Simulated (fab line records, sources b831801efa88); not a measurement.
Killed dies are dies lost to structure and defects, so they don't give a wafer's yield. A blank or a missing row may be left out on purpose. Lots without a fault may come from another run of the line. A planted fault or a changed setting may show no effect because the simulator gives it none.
Tool commonality check | flow sky130 | 11 lots, 33 wafers sampled

WHY IT WAS OPENED
At SKY_SPACER_THK_MEAS_01 the reading SPACER_CVD_00_THK is flagged on 2 of 11 lots. Wafers without a fault read 43.1 nm, standard deviation 0.44.
Rule: a lot is flagged when every wafer of it that has a number lies more than 4 standard deviations from that mean, or none has a number. The other lots count as sound.

lot  | measured     | on            | SPACER_CVD_00_THK (nm), wafer by wafer | flag
L284 | day 22 12:29 | film_metro-01 | 43.7 43.5 43.8                         |
L285 | day 23 05:12 | film_metro-04 | 42.7 42.3 42.4                         |
L286 | day 23 19:14 | film_metro-01 | 43.1 43.2 43.4                         |
L291 | day 25 17:55 | film_metro-04 | 43.5 43.9 43.6                         |
L292 | day 25 20:26 | film_metro-02 | 38.7 38.2 38.4                         | FLAGGED
L293 | day 26 21:26 | film_metro-04 | 38.2 38.2 38.0                         | FLAGGED
L302 | day 29 10:02 | film_metro-04 | 43.3 43.1 42.9                         |
L303 | day 29 12:17 | film_metro-01 | 43.1 43.0 43.5                         |
L304 | day 29 19:26 | film_metro-01 | 42.6 42.8 42.1                         |
L306 | day 30 10:58 | film_metro-02 | 43.2 43.2 43.2                         |
L307 | day 30 19:58 | film_metro-04 | 43.4 43.3 43.1                         |
The numbers of the flagged lots are 38.3 nm on average: -4.8 nm against the usual, or -11 standard deviations.

WHICH TOOL RAN EACH LOT
The record holds 2 process steps before the reading, out of a route of 708 steps. In each cell: the tool, then ch and the chambers that the sampled wafers went through, then the start.
lot  | flag    | SKY_LDD_LDN_STRIP_12                 | SKY_SPACER_CVD_00
L284 |         | plasma_asher-02 ch 1, day 22 11:04   | lpcvd-02 ch 1, day 22 11:17
L285 |         | plasma_asher-02 ch 0,1, day 23 03:46 | lpcvd-02 ch 1, day 23 04:00
L286 |         | plasma_asher-04 ch 0,1, day 23 17:13 | lpcvd-02 ch 0, day 23 17:26
L291 |         | plasma_asher-01 ch 0,1, day 25 16:01 | lpcvd-02 ch 1, day 25 16:43
L292 | FLAGGED | plasma_asher-02 ch 0,1, day 25 18:40 | lpcvd-02 ch 1, day 25 19:13
L293 | FLAGGED | plasma_asher-04 ch 0,1, day 26 20:01 | lpcvd-02 ch 1, day 26 20:14
L302 |         | plasma_asher-02 ch 0,1, day 29 08:37 | lpcvd-02 ch 0, day 29 08:50
L303 |         | plasma_asher-04 ch 0,1, day 29 09:28 | lpcvd-02 ch 0, day 29 11:05
L304 |         | plasma_asher-01 ch 0,1, day 29 16:19 | lpcvd-02 ch 0, day 29 18:14
L306 |         | plasma_asher-04 ch 0,1, day 30 09:34 | lpcvd-02 ch 0, day 30 09:46
L307 |         | plasma_asher-04 ch 1, day 30 18:34   | lpcvd-02 ch 0, day 30 18:46
What these steps do:
- SKY_LDD_LDN_STRIP_12: strips in O2/N2.
- SKY_SPACER_CVD_00: deposits Si3N4 from DCS/NH3, target thk 43.1 nm, time 740 s.
- SKY_SPACER_THK_MEAS_01

FLAGGED OVER TOTAL, TOOL BY TOOL (the gauges that took the reading come last)
step                   | tool            | lots run | flagged | share of the flagged lots | sound lots run after its first flagged lot
SKY_LDD_LDN_STRIP_12   | plasma_asher-01 | 2        | 0       | none                      | -
SKY_LDD_LDN_STRIP_12   | plasma_asher-02 | 4        | 1       | some                      | 1 (L302)
SKY_LDD_LDN_STRIP_12   | plasma_asher-04 | 5        | 1       | some                      | 3 (L303,L306,L307)
SKY_SPACER_CVD_00      | lpcvd-02        | 11       | 2       | all                       | 5 (L302,L303,L304,L306,L307)
SKY_SPACER_THK_MEAS_01 | film_metro-01   | 4        | 0       | none                      | -
SKY_SPACER_THK_MEAS_01 | film_metro-02   | 2        | 1       | some                      | 1 (L306)
SKY_SPACER_THK_MEAS_01 | film_metro-04   | 5        | 1       | some                      | 2 (L302,L307)

WHAT THE TABLE ALLOWS
1 row of the table ran every flagged lot: lpcvd-02 at SKY_SPACER_CVD_00.
- lpcvd-02 at SKY_SPACER_CVD_00: 2 of its 11 lots flagged. Sound lots ran on it after the first flagged one (L302, L303, L304, L306, L307), which a lasting fault on the whole tool wouldn't allow.
No row of the table ran every flagged lot and no sound lot after the first.

WHAT THE SIMULATOR HAD PUT IN
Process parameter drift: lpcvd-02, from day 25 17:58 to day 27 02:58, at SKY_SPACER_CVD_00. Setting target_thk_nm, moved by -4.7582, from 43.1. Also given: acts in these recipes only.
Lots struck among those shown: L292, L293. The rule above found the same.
